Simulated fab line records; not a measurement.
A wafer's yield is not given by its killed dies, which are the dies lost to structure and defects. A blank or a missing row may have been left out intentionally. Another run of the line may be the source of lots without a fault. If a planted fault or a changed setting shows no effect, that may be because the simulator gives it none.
Comparing a struck lot with a sound one / flow sky130 / 43 out of 708 route steps
Sound: the wafers L806.1, L806.2, L806.4. Struck: wafers L820.1, L820.2, L820.4. The cause is given at the end.
Each step with rows lists, per side, the tool, then ch with its chambers, then its first start. Under that, the readings that differ: sound wafers / struck wafers / difference of the means / sigmas: that difference in standard deviations of wafers without a fault.
alike: a reading whose means differ by less than 2 such deviations, as well as words and numbers matching on both sides. not compared: withheld readings; readings where some wafer has no value; bounds like >300 that might hide an equal value; numbers whose values overlap and for which the record gives no deviation.
The two part at a step that has a row with sigmas, a row that says differs or no value, or rows on one side only. Numbers that have no deviation but don't overlap get no sigmas and don't part them. A reading missing from all wafers of one side parts the sides only when that side holds two or more wafers.

SKY_FIELD_ISO_ETCH_17: etches Si in HBr/Cl2/O2, target depth 342 nm, time 97.7 s.
  sound on rie_si-02 ch 0,2,3, day 2 15:07; struck on rie_si-01 ch 0,1,2, day 5 18:28
reading=rf_hours_counter_h (h); sound=63 121 102; struck=128 128 140; difference=+37; sigmas=
  alike: drypump_motor_current_A, oes_product_au, rf_fwd_power_W, throttle_valve_pct
then, 5 steps without rows for these wafers: SKY_FIELD_ISO_WET_ETCH_18 (etches Si3N4 in H3PO4, target depth 25 nm, time 286 s); SKY_FIELD_ISO_CLEAN_19 (cleans in SC1/SC2, time 150 s); SKY_FIELD_ISO_CLEAN_20 (cleans in dHF, time 20 s); SKY_FIELD_ISO_WET_ETCH_21 (etches SiO2 in dHF, target depth 20 nm, time 391.8 s); SKY_FIELD_ISO_OXIDATION_22 (stabilise 600 s, purge 300 s, target thk 10 nm).
SKY_FIELD_ISO_THK_MEAS_23:
  sound on film_metro-02 at day 2 16:38; struck on film_metro-03 at day 5 21:01
  alike: FIELD_ISO_OXIDATION_01_THK
then, 1 step without rows for these wafers: SKY_FIELD_ISO_CVD_24 (deposits SiO2, target thk 595 nm, time 99.2 s).
SKY_FIELD_ISO_THK_MEAS_25:
  sound on film_metro-03 at day 2 16:46; struck on film_metro-02 at day 5 21:08
reading=FIELD_ISO_CVD_24_THK (nm); sound=601 604 608; struck=589 591 589; difference=-15; sigmas=-3
then, 1 step without rows for these wafers: SKY_FIELD_ISO_ANNEAL_26 (time 1800 s).
SKY_FIELD_ISO_CMP_27: polishes, stops on Si3N4, t overpolish 16 s, target thk 457.8 nm.
  sound on cmp-02 ch 1,2,3, day 2 18:19; struck on cmp-01 ch 0,2,3, day 5 22:42
reading=time_to_endpoint_s (s); sound=115 115 115; struck=103 108 107; difference=-9; sigmas=-3
  alike: edge_zone_pressure_frac, motor_current_A, overpolish_run_s
then, 1 step without rows for these wafers: SKY_FIELD_ISO_WET_ETCH_28 (etches SiO2 in dHF, target depth 23.7 nm, time 47 s).
SKY_FIELD_ISO_WET_ETCH_29: etches Si3N4 in H3PO4, target depth 160 nm, time 1825 s.
  sound on wet_bench-03 ch 0, day 2 18:38; struck on wet_bench-01 ch 3, day 5 23:01
  alike: bath_heat_duty_pct
then, 3 steps without rows for these wafers: SKY_FIELD_ISO_WET_ETCH_30 (etches SiO2 in dHF, target depth 25 nm, time 50 s); SKY_NWELL_CLEAN_00 (cleans in SC1/SC2, time 150 s); SKY_NWELL_OXIDATION_01 (stabilise 600 s, purge 300 s, target thk 10 nm).
SKY_NWELL_THK_MEAS_02:
  sound on film_metro-04 at day 2 21:04; struck on film_metro-01 at day 6 01:03
  alike: NWELL_OXIDATION_THK
then, 8 steps without rows for these wafers: SKY_DNWELL_DEHYDRATE_00 (time 60 s); SKY_DNWELL_HMDS_01 (prime time 60 s); SKY_DNWELL_COAT_02 (resist thk 2942 nm); SKY_DNWELL_SOFTBAKE_03; SKY_DNWELL_EXPOSE_04 (exposes mask DNM, target cd 3000 nm); SKY_DNWELL_PEB_05; SKY_DNWELL_DEVELOP_06 (develop time 60 s); SKY_DNWELL_IMPLANT_07.
SKY_DNWELL_STRIP_08: strips in O2/N2.
  sound on plasma_asher-04 ch 0,1, day 3 12:55; struck on plasma_asher-01 ch 0,1, day 6 20:22
  alike: drypump_motor_current_A, oes_product_au, strip_time_to_endpoint_s
  not compared: rf_hours_counter_h
SKY_DNWELL_TW_MEAS_09:
  sound on film_metro-04 at day 3 13:01; struck on film_metro-04 at day 6 20:28
  alike: DNWELL_TW
then, 7 steps without rows for these wafers: SKY_PWDE_DEHYDRATE_00 (time 60 s); SKY_PWDE_HMDS_01 (prime time 60 s); SKY_PWDE_COAT_02 (resist thk 3000 nm); SKY_PWDE_SOFTBAKE_03; SKY_PWDE_EXPOSE_04 (exposes mask PWDEM, target cd 840 nm); SKY_PWDE_PEB_05; SKY_PWDE_DEVELOP_06 (develop time 60 s).
SKY_PWDE_OVL_MEAS_07:
  sound on overlay-01 at day 4 05:08; struck on overlay-01 at day 7 15:56
  alike: PWDE_OVL
after that, 1 step had no rows for these wafers: SKY_PWDE_IMPLANT_08.
SKY_PWDE_STRIP_09: strips in O2/N2.
  sound on plasma_asher-01 ch 0,1, day 4 05:20; struck on plasma_asher-03 ch 0,1, day 7 16:07
reading=drypump_motor_current_A (A); sound=6.0 6.5 6.5; struck=5.7 5.7 5.7; difference=-0.6; sigmas=-2
  alike: oes_product_au, strip_time_to_endpoint_s
  not compared: rf_hours_counter_h
SKY_PWDE_TW_MEAS_10:
  sound on film_metro-02 at day 4 05:26; struck on film_metro-04 at day 7 16:13
reading=PWDE_TW; sound=376 376 376; struck=383 385 384; difference=+8; sigmas=+2
then, 4 steps without rows for these wafers: SKY_NWELL_DEHYDRATE_03 (time 60 s); SKY_NWELL_HMDS_04 (prime time 60 s); SKY_NWELL_COAT_05 (resist thk 3000 nm); SKY_NWELL_SOFTBAKE_06.
-- the record jumps here: 42 days lie between the struck wafers' starts before and after (it left off in module NWELL and takes up again in module PAD_OPEN, whose first step shown is number 708 of the route) --
SKY_PAD_OPEN_PROBE_99:
  sound on prober-01 at day 46 14:02; struck on prober-01 at day 49 15:35
reading=killed_at_front_end; sound=15 14 15; struck=44 45 55; difference=+33; sigmas=+8
reading=killed_dies; sound=66 82 100; struck=107 120 118; difference=+32; sigmas=+3
reading=killed_on_rim; sound=15 15 13; struck=20 29 27; difference=+11; sigmas=+3
  alike: killed_at_M0_to_M3, killed_at_M4_up, killed_at_contacts, killed_at_other, killed_open, killed_short

WHERE THEY PART
Earliest at SKY_FIELD_ISO_THK_MEAS_25; latest, in this record, at SKY_PAD_OPEN_PROBE_99.

WHY: what the simulator had put in
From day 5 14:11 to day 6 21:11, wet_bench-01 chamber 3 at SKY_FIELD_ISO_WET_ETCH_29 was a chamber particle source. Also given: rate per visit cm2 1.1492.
